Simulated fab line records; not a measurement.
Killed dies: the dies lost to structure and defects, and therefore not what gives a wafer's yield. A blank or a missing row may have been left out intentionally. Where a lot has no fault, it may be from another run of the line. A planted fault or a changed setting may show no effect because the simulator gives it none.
Chamber matching	flow sky130	SKY_VIA2_ETCH_15 on rie_diel-01: 4 sister chambers
The step etches SiO2 in C4F8/O2/Ar, stops on TiN, target depth 546 nm, time 84 s. 14 wafers are shown with their chamber, then 7 later ones without.

## WAFERS PAIRED WITH THEIR CHAMBERS
wafer	chamber	oes_product_au (a.u.)
L076.2	1	0.940
L076.3	3	0.933
L076.4	0	0.945
L077.3	0	0.931
L077.5	0	0.932
L077.6	1	0.945
L080.1	3	0.949
L080.3	1	0.943
L080.5	2	0.939
L089.1	0	0.929
L089.4	1	0.942
L089.5	3	0.942
L094.3	1	0.940
L094.5	1	0.941

SIGNATURES (means of the wafers above)
reading	chamber 0	chamber 1	chamber 2	chamber 3	scatter within a chamber
oes_product_au	0.93425	0.94183	0.93900	0.94133	0.00553
Rule: for a wafer and a chamber, the distance is found by dividing, reading by reading, the gap between the wafer's reading and the chamber's mean by the reading's scatter, squaring, summing and taking the root. If the next closest chamber is less than 2 further off than the closest, the wafer can't be placed; otherwise it belongs to the closest. The scatter: take each reading less its chamber's mean, square it, sum over the shown wafers, divide by the number of wafers less the number of chambers, and take the root.

## WAFERS WHOSE CHAMBER IS MISSING
wafer	oes_product_au (a.u.)
L094.6	0.936
L093.1	0.938
L093.3	0.949
L093.5	0.938
L096.3	0.932
L096.4	0.939
L096.5	0.947

## CHAMBER TAKEN BY EACH
wafer	from the rows above	in truth
L094.6	can't be placed: 0 or 2 or 3 or 1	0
L093.1	can't be placed: 2 or 3 or 0 or 1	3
L093.3	can't be placed: 1 or 3 or 2 or 0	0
L093.5	can't be placed: 2 or 3 or 0 or 1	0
L096.3	can't be placed: 0 or 2 or 3 or 1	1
L096.4	can't be placed: 2 or 3 or 1 or 0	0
L096.5	can't be placed: 1 or 3 or 2 or 0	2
Correctly placed: 0 of 7. Cannot be placed on the basis of these rows: 7; the candidates contain the true chamber in 7. Wrongly placed: 0.
